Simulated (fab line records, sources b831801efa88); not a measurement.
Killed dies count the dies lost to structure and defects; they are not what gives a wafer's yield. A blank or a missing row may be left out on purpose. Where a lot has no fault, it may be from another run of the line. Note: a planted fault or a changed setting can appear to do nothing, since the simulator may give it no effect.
Chamber matching -- flow sky130 -- SKY_POLY_CUT_ETCH_10 on rieDiel-01: 4 sister chambers
The step etches BARC in N2/H2, stops on SiO2, time 45.9 s, target depth 60 nm. 8 wafers are shown with their chamber, then 8 later ones without.

WAFERS, EACH WITH ITS CHAMBER
wafer,chamber,oesProductAu (a.u.),throttleValvePct (%)
L078.4,1,0.856,13.206
L083.2,3,0.853,13.220
L084.5,1,0.854,13.228
L084.6,0,0.860,13.216
L087.3,2,0.848,13.218
L087.4,3,0.853,13.213
L087.6,2,0.849,13.210
L089.2,0,0.846,13.211

WAFERS MISSING THEIR CHAMBER
wafer,oesProductAu (a.u.),throttleValvePct (%)
L089.3,0.865,13.220
L089.5,0.857,13.229
L095.2,0.862,13.230
L095.5,0.851,13.230
L095.6,0.858,13.227
L097.2,0.853,13.197
L097.4,0.858,13.225
L097.5,0.855,13.222

WHICH CHAMBER EACH ONE RAN IN
wafer,from the rows above,in truth
L089.3,can't be placed: 1 or 3 or 0 or 2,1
L089.5,can't be placed: 1 or 3 or 0 or 2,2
L095.2,can't be placed: 1 or 3 or 0 or 2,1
L095.5,can't be placed: 3 or 1 or 2 or 0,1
L095.6,can't be placed: 1 or 3 or 0 or 2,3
L097.2,can't be placed: 0 or 2 or 3 or 1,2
L097.4,can't be placed: 1 or 3 or 0 or 2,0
L097.5,can't be placed: 1 or 3 or 0 or 2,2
Correct placement for 0 of the 8. Can't be placed from these rows: 8 (the true chamber is among the candidates in 8). 0 placed wrongly.
How it was worked out, from the rows above alone: a wafer's distance from a chamber is the root of the sum, over the readings, of the square of ((its reading less the chamber's mean) divided by the reading's scatter). The wafer belongs to the nearest chamber; if the next one is less than 2 further off, it can't be placed. For every chamber, the mean is computed from those of its wafers that are shown. The scatter: take each reading less its chamber's mean, square it, sum over the shown wafers, divide by the number of wafers less the number of chambers, and take the root.
